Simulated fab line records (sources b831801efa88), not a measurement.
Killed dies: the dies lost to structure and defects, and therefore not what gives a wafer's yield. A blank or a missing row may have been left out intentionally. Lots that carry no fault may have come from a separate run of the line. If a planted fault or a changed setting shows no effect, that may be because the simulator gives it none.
Chamber matching -- flow sky130 -- SKY_VIA2_ETCH_15 on rie_diel-03 has 4 sister chambers
The step etches SiO2 in C4F8/O2/Ar, stops on TiN, target depth 546 nm, time 84 s. 18 wafers are shown with their chamber, then 8 later ones without.

WAFERS, EACH WITH ITS CHAMBER
wafer,chamber,oes_product_au (a.u.)
L670.3,0,0.942
L670.4,2,0.934
L670.5,0,0.933
L669.4,3,0.940
L669.5,0,0.937
L680.1,0,0.944
L680.2,2,0.939
L680.5,1,0.946
L681.3,1,0.931
L681.5,2,0.932
L681.6,1,0.947
L683.1,1,0.937
L683.3,2,0.945
L683.6,3,0.941
L686.1,0,0.944
L686.3,2,0.953
L686.6,2,0.941
L685.2,1,0.947

SIGNATURES, as means of the wafers listed above
reading,chamber 0,chamber 1,chamber 2,chamber 3,scatter within a chamber
oes_product_au,0.94000,0.94160,0.94067,0.94050,0.00654
Rule: a wafer's distance from a chamber is the root of the sum, over the readings, of the square of ((its reading less the chamber's mean) divided by the reading's scatter). If the next closest chamber is less than 2 further off than the closest, the wafer can't be placed; otherwise it belongs to the closest. The scatter: take each reading less its chamber's mean, square it, sum over the shown wafers, divide by the number of wafers less the number of chambers, and take the root.

WAFERS WITHOUT THEIR CHAMBER
wafer,oes_product_au (a.u.)
L685.3,0.936
L685.4,0.938
L688.1,0.949
L688.3,0.944
L688.6,0.942
L691.2,0.937
L691.3,0.942
L691.5,0.939

EACH ONE'S CHAMBER
wafer,from the rows above,in truth
L685.3,can't be placed: 0 or 3 or 2 or 1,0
L685.4,can't be placed: 0 or 3 or 2 or 1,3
L688.1,can't be placed: 1 or 2 or 3 or 0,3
L688.3,can't be placed: 1 or 2 or 3 or 0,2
L688.6,can't be placed: 1 or 2 or 3 or 0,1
L691.2,can't be placed: 0 or 3 or 2 or 1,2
L691.3,can't be placed: 1 or 2 or 3 or 0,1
L691.5,can't be placed: 0 or 3 or 2 or 1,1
Correctly placed: 0 of 8. Not placeable from these rows: 8 (in 8, the candidates include the true chamber). Wrongly placed: 0.
